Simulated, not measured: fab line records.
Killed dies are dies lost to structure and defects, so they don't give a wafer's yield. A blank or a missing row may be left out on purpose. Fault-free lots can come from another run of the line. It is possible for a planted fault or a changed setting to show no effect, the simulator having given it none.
fab line records	flow gf180mcu
record: lots: 5	wafers: 15	last_day: 34
route steps=602 shown M4@467 V4@476
lots that met no fault: from a run of the same line without faults
start_h: start of the lot's first displayed wafer, in hours after the record's first day	wait_h: hours since the lot's step before	" same as the row above	L1.1+2: a row that stands for several wafers	- no value, or no start given	* or withheld: withheld	< > ~ a bound
route shown NAME@n: NAME is a module with steps in the file, n the number in the route of the first one	usual: mean/standard deviation taken from wafers without a fault	same: alike in all rows	chamber/n: place in a boat	sites: each site's reading	_std_site: how widely they spread, as a standard deviation	_edge_site: outer sites' mean less inner sites'	radius_mm: how far each site lies from the wafer's centre	mask NAME#n: copy n	behind: the most recent tool/chamber to have shaped the wafer	hold: cause of the lot's hold/its duration in hours/its outcome	device: which transistor (n, p or np) failed to switch	end of line: the tests these same wafers got at the end of their route	step lacking rows: just its recipe	killed: not the wafer's yield, but the dies lost to structure and defects at the first sort	map: the dies of a wafer, with x for killed, . for not killed, _ for no die there
set.NAME: the setting the step ran with; set.NAME@STEP: the setting that earlier step ran with	model.NAME: the simulator's own value behind a step, which no gauge read
a table for each step, a row for each wafer; lots at some steps of the route
services: when a tool's chamber went out of use (start_h, in hours from the record's first day, below 0 if earlier), for how many hours, and the reason
== steps ==
step: GF_M4_EXPOSE_11
recipe: mask_id: Metal4	target_cd_nm: 280	na: 0.68	source_shape: conventional	sigma_outer: 0.6	dose_mj: 28
usual: stage_vel_mm_s: 499.95/0.23
lot.wafer	tool	chamber	start_h	wait_h	mask	stage_vel_mm_s
L077.2	krf_scanner-02	0	-	-	Metal4#0	499.72
L077.4	"	0	"	"	Metal4#0	499.55
L077.5	"	0	"	"	Metal4#0	499.26
L081.1	krf_scanner-01	0	-	-	Metal4#0	500.02
L081.4	"	0	"	"	Metal4#0	500.28
L081.5	"	0	"	"	Metal4#0	500.41
L082.1	krf_scanner-01	0	-	-	Metal4#0	499.87
L082.3	"	0	"	"	Metal4#0	500.13
L082.4	"	0	"	"	Metal4#0	499.86
L093.2	krf_scanner-02	0	-	-	Metal4#0	500.00
L093.5	"	0	"	"	Metal4#0	500.58
L093.6	"	0	"	"	Metal4#0	500.01
L096.2	krf_scanner-01	0	-	-	Metal4#0	499.96
L096.3	"	0	"	"	Metal4#0	500.23
L096.5	"	0	"	"	Metal4#0	500.13
step: GF_M4_PEB_12
recipe: peb_temp_c: 135	peb_time_s: 90	resist: KrF
lot.wafer	tool	chamber	start_h	wait_h
L077.2+4+5	litho_track-03	0	-	-
L081.1+4+5	litho_track-04	0	-	-
L082.1+3+4	litho_track-04	0	-	-
L093.2+5+6	litho_track-04	0	-	-
L096.2+3+5	litho_track-01	0	-	-
step: GF_M4_DEVELOP_13
recipe: develop_time_s: 60	dev_temp_c: 21
usual: developer_temp_C: 21.00/0.095
same: develop_time_s: 60
lot.wafer	tool	chamber	start_h	wait_h	developer_temp_C
L077.2	litho_track-03	0	574.49	0.2	21.05
L077.4	"	0	"	"	20.97
L077.5	"	0	"	"	20.94
L081.1	litho_track-04	0	607.68	0.2	20.95
L081.4	"	0	"	"	20.92
L081.5	"	0	"	"	20.94
L082.1	litho_track-04	0	608.33	0.2	21.04
L082.3	"	0	"	"	20.99
L082.4	"	0	"	"	20.97
L093.2	litho_track-04	0	684.51	0.2	20.94
L093.5	"	0	"	"	20.88
L093.6	"	0	"	"	20.91
L096.2	litho_track-01	0	700.58	0.2	20.95
L096.3	"	0	"	"	21.08
L096.5	"	0	"	"	20.89
step: GF_M4_CD_MEAS_14
recipe: target_cd_nm: 280
usual: cd_nm: 280.0/1.1
lot.wafer	tool	chamber	start_h	wait_h	cd_nm
L077.2	cd_sem-02	-	574.64	0.1	280.0
L077.4	"	-	"	"	281.3
L077.5	"	-	"	"	281.1
L081.1	cd_sem-02	-	607.83	0.1	281.0
L081.4	"	-	"	"	279.0
L081.5	"	-	"	"	280.2
L082.1	cd_sem-02	-	608.48	0.1	280.1
L082.3	"	-	"	"	279.7
L082.4	"	-	"	"	280.6
L093.2	cd_sem-01	-	684.65	0.1	281.2
L093.5	"	-	"	"	280.4
L093.6	"	-	"	"	281.9
L096.2	cd_sem-02	-	700.72	0.1	279.2
L096.3	"	-	"	"	279.5
L096.5	"	-	"	"	278.6
step: GF_M4_OVL_MEAS_15
usual: M4_OVL: 0/4.5
lot.wafer	tool	chamber	start_h	wait_h	M4_OVL[nm]
L077.2	overlay-01	-	574.74	0.1	-5
L077.4	"	-	"	"	4
L077.5	"	-	"	"	-2
L081.1	overlay-01	-	607.95	0.1	-10
L081.4	"	-	"	"	-2
L081.5	"	-	"	"	-2
L082.1	overlay-02	-	608.60	0.1	5
L082.3	"	-	"	"	12
L082.4	"	-	"	"	3
L093.2	overlay-01	-	684.76	0.1	6
L093.5	"	-	"	"	2
L093.6	"	-	"	"	-2
L096.2	overlay-02	-	700.83	0.1	-3
L096.3	"	-	"	"	-4
L096.5	"	-	"	"	1
step: GF_M4_METAL_ETCH_16
recipe: chemistry: Cl2/BCl3	mask_material: KrF	target_depth_nm: 750.8	stop_on: SiO2	pressure_mtorr: 8	icp_w: 800	bias_w: 140	Cl2_flow_sccm: 80	bcl3_flow_sccm: 40	time_s: 125.1
usual: bcl3_flow_sccm: 40.02/0.13	drypump_motor_current_A: 5.7/0.6	oes_product_au: 0.990/0.0084	throttle_valve_pct: 28.231/0.013
lot.wafer	tool	chamber	start_h	wait_h	bcl3_flow_sccm	drypump_motor_current_A	oes_product_au	rf_hours_counter_h	throttle_valve_pct
L077.2	rie_metal-04	0	574.77	0.0	39.92	6.5	0.995	9	28.236
L077.4	"	0	"	"	40.11	6.5	0.987	-	28.214
L077.5	"	1	"	"	40.08	4.6	0.977	-	28.236
L081.1	rie_metal-04	0	607.99	0.0	40.10	6.5	1.001	10	28.238
L081.4	"	0	"	"	40.07	6.5	1.005	-	28.216
L081.5	"	1	"	"	39.90	4.6	0.970	-	28.271
L082.1	rie_metal-03	0	608.64	0.0	40.00	6.0	0.988	14	28.236
L082.3	"	0	"	"	39.85	6.0	0.986	-	28.250
L082.4	"	1	"	"	39.90	5.5	0.986	-	28.229
L093.2	rie_metal-01	1	684.79	0.0	39.76	5.9	0.994	8	28.232
L093.5	"	1	"	"	40.02	5.9	1.000	-	28.235
L093.6	"	0	"	"	40.08	5.0	0.996	-	28.216
L096.2	rie_metal-04	0	700.86	0.0	39.98	6.6	0.993	13	28.238
L096.3	"	0	"	"	40.10	6.6	0.993	-	28.220
L096.5	"	0	"	"	40.09	6.5	0.994	-	28.216
step: GF_M4_STRIP_17
recipe: chemistry: O2/N2	power_w: 1400	pressure_mtorr: 1500	platen_temp_c: 250	o2_flow_sccm: 3000	n2_flow_sccm: 300	overash_fraction: 0.5
usual: drypump_motor_current_A: 5.8/0.45	heater_power_w: 359/21	oes_product_au: 0.538/0.005	strip_time_to_endpoint_s: 7.38/0.071
lot.wafer	tool	chamber	start_h	wait_h	drypump_motor_current_A	heater_power_w	oes_product_au	rf_hours_counter_h	strip_time_to_endpoint_s
L077.2	plasma_asher-02	0	574.90	0.1	6.0	359	0.530	46	7.36
L077.4	"	1	"	"	4.9	382	0.532	-	7.34
L077.5	"	0	"	"	6.0	355	0.536	-	7.47
L081.1	plasma_asher-03	0	608.12	0.1	6.4	379	0.532	20	7.32
L081.4	"	1	"	"	5.8	354	0.537	-	7.31
L081.5	"	0	"	"	6.4	381	0.548	-	7.53
L082.1	plasma_asher-03	1	608.77	0.1	5.8	349	0.537	20	7.38
L082.3	"	1	"	"	5.8	347	0.543	-	7.42
L082.4	"	0	"	"	6.4	372	0.535	-	7.41
L093.2	plasma_asher-01	0	684.92	0.1	5.8	375	0.540	91	7.34
L093.5	"	0	"	"	5.7	389	0.527	-	7.33
L093.6	"	1	"	"	5.5	312	0.536	-	7.38
L096.2	plasma_asher-01	0	700.99	0.1	5.8	399	0.535	92	7.33
L096.3	"	0	"	"	5.7	382	0.542	-	7.28
L096.5	"	0	"	"	5.7	377	0.533	-	7.29
step: GF_M4_STRIP_18
recipe: chemistry: post_etch_residue_remover	time_s: 1200	temp_c: 72.5
lot.wafer	tool	chamber	start_h	wait_h
L077.2+4+5	wet_bench-03	1	575.00	0.1
L081.1+4+5	wet_bench-03	2	608.22	0.1
L082.1+3+4	wet_bench-02	2	608.87	0.1
L093.2+5+6	wet_bench-03	2	685.02	0.1
L096.2+3+5	wet_bench-02	2	701.09	0.1
step: GF_M4_CLEAN_19
recipe: chemistry: DIW	dry: n2_spin
lot.wafer	tool	chamber	start_h	wait_h
L077.2+4+5	wet_bench-04	2	575.35	0.0
L081.1+4+5	wet_bench-04	0	608.59	0.0
L082.1+3+4	wet_bench-03	1	609.21	0.0
L093.2+5+6	wet_bench-04	3	685.36	0.0
L096.2+3+5	wet_bench-04	2	701.43	0.0
step: GF_V4_CVD_00
recipe: material: SiO2	target_thk_nm: 600	sigma_open_frac: 0.3	temp_c: 400	time_s: 100	sih4_flow_sccm: 60	pressure_mtorr: 6
lot.wafer	tool	chamber	start_h	wait_h
L077.2+4+5	hdpcvd-01	0,0,1	575.44	0.0
L081.1+4+5	hdpcvd-01	0,1,0	608.68	0.0
L082.1+3+4	hdpcvd-02	0,1,1	609.31	0.0
L093.2+5+6	hdpcvd-01	1,1,0	685.45	0.0
L096.2+3+5	hdpcvd-01	0,1,0	701.53	0.0
step: GF_V4_THK_MEAS_01
recipe: reads: SiO2_of_V4_CVD_00
usual: V4_CVD_00_THK: 600/6.6
lot.wafer	tool	chamber	start_h	wait_h	V4_CVD_00_THK[nm]
L077.2	film_metro-02	-	575.52	0.0	607
L077.4	"	-	"	"	607
L077.5	"	-	"	"	608
L081.1	film_metro-02	-	608.75	0.0	602
L081.4	"	-	"	"	596
L081.5	"	-	"	"	597
L082.1	film_metro-02	-	609.38	0.0	593
L082.3	"	-	"	"	593
L082.4	"	-	"	"	592
L093.2	film_metro-02	-	685.53	0.0	601
L093.5	"	-	"	"	596
L093.6	"	-	"	"	606
L096.2	film_metro-01	-	701.61	0.0	606
L096.3	"	-	"	"	592
L096.5	"	-	"	"	610
step: GF_V4_CVD_02
recipe: material: SiO2	target_thk_nm: 850	precursor: TEOS	temp_c: 400	time_s: 94.851	rf_w: 600
usual: heater_power_w: 670/110
lot.wafer	tool	chamber	start_h	wait_h	heater_power_w
L077.2	pecvd-02	2	575.57	0.0	916
L077.4	"	1	"	"	575
L077.5	"	0	"	"	778
L081.1	pecvd-03	1	608.81	0.1	631
L081.4	"	1	"	"	675
L081.5	"	2	"	"	553
L082.1	pecvd-01	0	609.44	0.1	552
L082.3	"	2	"	"	588
L082.4	"	1	"	"	635
L093.2	pecvd-03	1	685.58	0.0	733
L093.5	"	1	"	"	596
L093.6	"	2	"	"	685
L096.2	pecvd-03	0	701.66	0.0	782
L096.3	"	2	"	"	601
L096.5	"	0	"	"	810
step: GF_V4_THK_MEAS_03
recipe: reads: SiO2_of_V4_CVD_02
usual: V4_CVD_02_THK: 847/9.5
lot.wafer	tool	chamber	start_h	wait_h	V4_CVD_02_THK[nm]
L077.2	film_metro-04	-	575.65	0.0	840
L077.4	"	-	"	"	856
L077.5	"	-	"	"	843
L081.1	film_metro-01	-	608.88	0.0	854
L081.4	"	-	"	"	859
L081.5	"	-	"	"	863
L082.1	film_metro-04	-	609.51	0.0	847
L082.3	"	-	"	"	855
L082.4	"	-	"	"	855
L093.2	film_metro-02	-	685.66	0.0	861
L093.5	"	-	"	"	863
L093.6	"	-	"	"	859
L096.2	film_metro-04	-	701.74	0.0	835
L096.3	"	-	"	"	831
L096.5	"	-	"	"	841
step: GF_V4_CMP_04
recipe: material: SiO2	down_force_psi: 4	platen_rpm: 60	pad_velocity_m_s: 0.94248
usual: edge_zone_pressure_frac: 1.001/0.0048	motor_current_A: 12.3/1.5	slurry_filter_dp_kPa: 13.49/0.13	time_to_endpoint_s: 80/4.9
lot.wafer	tool	chamber	start_h	wait_h	edge_zone_pressure_frac	motor_current_A	slurry_filter_dp_kPa	time_to_endpoint_s
L077.4	cmp-02	1	576.01	0.3	0.999	11.7	13.45	83
L077.2	"	2	"	"	0.999	11.4	13.66	79
L077.5	"	0	"	"	0.994	13.6	13.41	80
L081.1	cmp-02	1	608.99	0.1	0.999	10.8	13.58	84
L081.4	"	2	"	"	0.999	11.3	13.56	87
L081.5	"	0	"	"	1.002	13.4	13.71	87
L082.4	cmp-01	2	609.57	0.0	0.992	13.7	13.39	74
L082.1	"	3	"	"	1.001	9.1	13.55	78
L082.3	"	0	"	"	0.997	13.5	13.54	82
L093.2	cmp-01	0	685.86	0.2	1.007	14.0	13.48	87
L093.6	"	1	"	"	1.001	12.1	13.40	80
L093.5	"	2	"	"	0.997	14.1	13.34	84
L096.3	cmp-02	0	701.79	0.0	0.995	13.9	13.40	74
L096.2	"	3	"	"	1.000	14.2	13.66	74
L096.5	"	0	"	"	1.004	13.9	13.26	78
step: GF_V4_BOW_MEAS_05
recipe: mode: bow
usual: V4_BOW: 136/9.3
lot.wafer	tool	chamber	start_h	wait_h	V4_BOW[um]
L077.2	film_metro-01	-	576.28	0.2	152
L077.4	"	-	"	"	145
L077.5	"	-	"	"	145
L081.1	film_metro-01	-	609.24	0.2	129
L081.4	"	-	"	"	127
L081.5	"	-	"	"	137
L082.1	film_metro-01	-	609.87	0.2	149
L082.3	"	-	"	"	153
L082.4	"	-	"	"	157
L093.2	film_metro-01	-	686.03	0.1	147
L093.5	"	-	"	"	150
L093.6	"	-	"	"	140
L096.2	film_metro-04	-	702.11	0.1	138
L096.3	"	-	"	"	149
L096.5	"	-	"	"	137
step: GF_V4_DEHYDRATE_06
recipe: temp_c: 200	time_s: 60
lot.wafer	tool	chamber	start_h	wait_h
L077.2+4+5	litho_track-04	0	586.16	9.9
L081.1+4+5	litho_track-02	0	619.01	9.7
L082.1+3+4	litho_track-04	0	619.43	9.5
L093.2+5+6	litho_track-03	0	694.54	8.5
L096.2+3+5	litho_track-04	0	710.41	8.3
step: GF_V4_HMDS_07
recipe: prime_time_s: 60	prime_temp_c: 120
lot.wafer	tool	chamber	start_h	wait_h
L077.2+4+5	litho_track-04	0	586.31	0.1
L081.1+4+5	litho_track-02	0	619.16	0.1
L082.1+3+4	litho_track-04	0	619.58	0.1
L093.2+5+6	litho_track-03	0	694.69	0.1
L096.2+3+5	litho_track-04	0	710.56	0.1
step: GF_V4_COAT_08
recipe: resist: BARC	temp_c: withheld	time_s: withheld	spin_rpm: withheld	resist_thk_nm: withheld
lot.wafer	tool	chamber	start_h	wait_h
L077.2+4+5	litho_track-04	0	586.46	0.1
L081.1+4+5	litho_track-02	0	619.31	0.1
L082.1+3+4	litho_track-04	0	619.73	0.1
L093.2+5+6	litho_track-03	0	694.84	0.1
L096.2+3+5	litho_track-04	0	710.71	0.1
step: GF_V4_COAT_09
recipe: resist: KrF	spin_rpm: withheld	resist_thk_nm: 1000
lot.wafer	tool	chamber	start_h	wait_h
L077.2+4+5	litho_track-04	0	-	-
L081.1+4+5	litho_track-02	0	-	-
L082.1+3+4	litho_track-04	0	-	-
L093.2+5+6	litho_track-03	0	-	-
L096.2+3+5	litho_track-04	0	-	-
step: GF_V4_SOFTBAKE_10
recipe: temp_c: 130	time_s: 60	resist: KrF
lot.wafer	tool	chamber	start_h	wait_h
L077.2+4+5	litho_track-04	0	-	-
L081.1+4+5	litho_track-02	0	-	-
L082.1+3+4	litho_track-04	0	-	-
L093.2+5+6	litho_track-03	0	-	-
L096.2+3+5	litho_track-04	0	-	-
step: GF_V4_EXPOSE_11
recipe: mask_id: Via4	target_cd_nm: 260	na: 0.68	source_shape: conventional	sigma_outer: 0.6	dose_mj: 38
usual: stage_vel_mm_s: 500.03/0.26
lot.wafer	tool	chamber	start_h	wait_h	mask	stage_vel_mm_s
L077.2	krf_scanner-01	0	-	-	Via4#0	500.01
L077.4	"	0	"	"	Via4#0	500.39
L077.5	"	0	"	"	Via4#0	500.04
L081.1	krf_scanner-02	0	-	-	Via4#0	500.08
L081.4	"	0	"	"	Via4#0	500.34
L081.5	"	0	"	"	Via4#0	499.71
L082.1	krf_scanner-01	0	-	-	Via4#0	499.46
L082.3	"	0	"	"	Via4#0	500.01
L082.4	"	0	"	"	Via4#0	499.89
L093.2	krf_scanner-01	0	-	-	Via4#0	499.96
L093.5	"	0	"	"	Via4#0	500.00
L093.6	"	0	"	"	Via4#0	499.82
L096.2	krf_scanner-01	0	-	-	Via4#0	500.18
L096.3	"	0	"	"	Via4#0	499.87
L096.5	"	0	"	"	Via4#0	499.86
step: GF_V4_PEB_12
recipe: peb_temp_c: 135	peb_time_s: 90	resist: KrF
lot.wafer	tool	chamber	start_h	wait_h
L077.2+4+5	litho_track-02	0	-	-
L081.1+4+5	litho_track-04	0	-	-
L082.1+3+4	litho_track-03	0	-	-
L093.2+5+6	litho_track-04	0	-	-
L096.2+3+5	litho_track-03	0	-	-
== services ==
tool	chamber	start_h	hours	kind
cmp-02	-	542.16	18.5	repair
krf_scanner-02	-	542.16	1.0	pm
krf_scanner-01	-	543.77	1.0	pm
krf_scanner-02	-	544.77	11.6	pm
cmp-02	-	547.39	1.8	repair
hdpcvd-01	-	557.44	15.0	pm
cmp-02	-	564.85	2.3	repair
krf_scanner-02	-	576.91	0.8	pm
pecvd-03	-	580.21	2.5	repair
krf_scanner-02	-	623.08	2.0	repair
cmp-02	-	625.42	2.4	repair
cmp-02	-	631.51	4.5	pm
cmp-02	-	636.65	1.3	repair
krf_scanner-01	-	638.71	1.3	pm
cmp-02	-	659.75	0.6	repair
hdpcvd-01	0	662.86	9.2	repair
krf_scanner-01	-	679.82	0.8	pm
cmp-02	-	700.60	0.8	repair
krf_scanner-02	-	700.76	4.4	pm
krf_scanner-02	-	705.14	1.3	pm
hdpcvd-01	-	705.91	0.3	repair
krf_scanner-02	-	711.16	1.0	pm
cmp-02	-	711.76	0.4	repair
krf_scanner-01	-	712.77	1.0	pm
== key ==
fault none
